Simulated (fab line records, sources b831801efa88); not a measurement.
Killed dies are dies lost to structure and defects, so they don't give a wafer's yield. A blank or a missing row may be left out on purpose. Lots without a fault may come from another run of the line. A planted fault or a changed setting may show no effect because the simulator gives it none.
Problem report in the 8D (eight disciplines) form, filled by code | flow sky130 | the parts of the form that need people (team, actions taken, sign-off) are left out

1. THE PROBLEM
DNWELL_TW at SKY_DNWELL_TW_MEAS_09 reads a mean of 30 on 9 wafers of 3 lots; wafers without a fault read 1111 with a standard deviation of 6.4. That is -99 or more standard deviations from the usual mean.
First seen on wafer L475.1, day 6 14:25, on film_metro-01. The record holds 45 wafers of 15 lots with a number at this step. Rule for "out", or "out of limits": more than 4 standard deviations from the usual mean. The other wafers with a number count as sound.

2. WHAT IT IS AND WHAT IT IS NOT
question                    | is                                          | is not
which readings at this step | DNWELL_TW                                   | -
which lots                  | L475, L476, L477                            | L461, L463, L464, L465, L466, L467, L474, L478, L479, L480, L481, L483
which wafers of those lots  | all that have a number                      | -
read on which gauges        | film_metro-01, film_metro-03, film_metro-04 | -
when                        | from day 6 14:25                            | up to then (21 sound wafers); but 15 sound wafers of L478, L479, L480, L481, L483 came after

3. SUSPECTS, AND WHAT RULES EACH OUT
Counting: a tool at a process step up to the reading stays a suspect if it ran every lot that is out and no sound lot after the first of them.
- the gauge at SKY_DNWELL_TW_MEAS_09: ruled out. The wafers that are out were read on 3 gauges (film_metro-01, film_metro-03, film_metro-04).
- litho_track-02 at SKY_DNWELL_DEVELOP_06 (develop time 60 s): ruled out as a lasting fault. Sound lots L480 ran on it after its first lot that is out, L475 (day 6 14:00).
Left after counting: nothing in the record.

4. THE CAUSE (what the simulator had put in)
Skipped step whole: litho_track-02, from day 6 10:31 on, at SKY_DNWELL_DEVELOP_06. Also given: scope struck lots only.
Counting ruled it out, wrongly: the rule takes a fault to strike every lot that its tool runs from its start on, and this one did not.

5. THE CHAIN OF EFFECTS, in route order
Each row: a reading whose mean over the struck wafers that have a number lies more than 3 standard deviations from the usual. Only readings for which the record gives a usual standard deviation are gone through. hours: the time from each lot's start at the first step in this table that gives one to its start at this step, as a median over the lots. sigmas: the change in usual standard deviations.
hours | step                  | reading   | usual | on struck wafers | change | sigmas
0     | SKY_DNWELL_TW_MEAS_09 | DNWELL_TW | 1111  | 30               | -1081  | -99 or more
Readings that are blank on the struck wafers while sound wafers have them: chill_plate_temp_C at SKY_DNWELL_DEVELOP_06.
Later measuring or inspecting steps at which every struck wafer that the step has a row for has a number for every such reading, and none has moved that far: SKY_POLY_GATE_THK_MEAS_01, SKY_SD_N_OVL_MEAS_08.

6. WHAT WOULD HAVE CAUGHT IT SOONER
In this record the first reading out of limits at a measuring or inspecting step was taken at day 6 14:25, 4 hours after the fault began at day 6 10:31.
At SKY_DNWELL_DEVELOP_06 the tool's readings are blank on the struck wafers, where sound wafers have them: an empty tool record is the first sign, and it was there at once.
